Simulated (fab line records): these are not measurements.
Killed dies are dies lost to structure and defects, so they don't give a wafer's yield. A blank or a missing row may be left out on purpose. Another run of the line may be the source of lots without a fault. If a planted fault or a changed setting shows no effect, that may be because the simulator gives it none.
Struck lot and sound lot, side by side ; flow gf180mcu ; 14 steps out of a route of 602
Sound: the wafers L781.2, L781.4, L781.5. Wafers struck: L778.1, L778.5, L778.6. The cause is given at the end.
Order at every step that has rows: each side's tool, ch and its chambers, its first start. Under that, the readings that differ: sound wafers ; struck wafers ; difference of the means ; sigmas: that difference in standard deviations of wafers without a fault.
alike: a reading whose means differ by less than 2 such deviations, as well as words and numbers matching on both sides. not compared: withheld readings; readings where some wafer has no value; bounds like >300 that might hide an equal value; numbers whose values overlap and for which the record gives no deviation.
Wherever a step has rows on one side only, a row that says differs or no value, or a row with sigmas, the two part there. Numbers that have no deviation but don't overlap get no sigmas and don't part them. A reading missing from all wafers of one side parts the sides only when that side holds two or more wafers.

GF_HV_LDD_RS_MEAS_53: measures by four-point-probe.
  struck on film-metro-03, day 18 01:31; sound on film-metro-02, day 19 02:47
  alike: HV_LDD_RS
then, 1 step without rows for these wafers: GF_HV_LDD_CVD_54 (deposits SiO2 from TEOS, target thk 10 nm, time 75 s).
GF_HV_LDD_THK_MEAS_55:
  struck on film-metro-02, day 18 02:40; sound on film-metro-01, day 19 04:26
  alike: HV_LDD_CVD_54_THK
then, 1 step without rows for these wafers: GF_HV_LDD_CVD_56 (deposits Si3N4 from DCS/NH3, target thk 90 nm, time 1543 s).
GF_HV_LDD_THK_MEAS_57:
  struck on film-metro-01, day 18 04:08; sound on film-metro-01, day 19 05:55
  alike: HV_LDD_CVD_56_THK
GF_HV_LDD_ETCHBACK_58: etches Si3N4 in CH3F/O2, stops on SiO2, time 100 s, target depth 90 nm.
  sound on rie-diel-03 ch 0,2,3, day 19 05:58; struck on rie-diel-02 ch 1,2, day 18 04:12
  alike: drypump-motor-current-A, oes-product-au, throttle-valve-pct
  not compared: rf-hours-counter-h
then, 6 steps without rows for these wafers: GF_NSD_DEHYDRATE_00 (time 60 s); GF_NSD_HMDS_01 (prime time 60 s); GF_NSD_COAT_02 (resist thk 1000 nm); GF_NSD_SOFTBAKE_03 (time 60 s); GF_NSD_EXPOSE_04 (exposes mask Nplus, target cd 400 nm); GF_NSD_PEB_05.
GF_NSD_DEVELOP_06: develop time 60 s.
  struck on litho-track-01, day 19 04:16; sound on litho-track-02 ch 0, day 20 06:47
  no value came back on the struck wafers for chill-plate-temp-C (C), develop-time-s (s); on the sound wafers chill-plate-temp-C (C) reads 23.00 23.04 23.06
GF_NSD_CD_MEAS_07 targets a cd of 400 nm.
  struck on cd-sem-02, day 19 04:25; sound on cd-sem-01, day 20 06:55
reading;sound;struck;difference;sigmas
cd-nm (nm);399.4 398.8 397.2;- - -;no value on the struck wafers;

## WHERE THEY PART
At GF_NSD_DEVELOP_06 first; at GF_NSD_CD_MEAS_07 last (within this record only).

WHY: whatever the simulator had introduced
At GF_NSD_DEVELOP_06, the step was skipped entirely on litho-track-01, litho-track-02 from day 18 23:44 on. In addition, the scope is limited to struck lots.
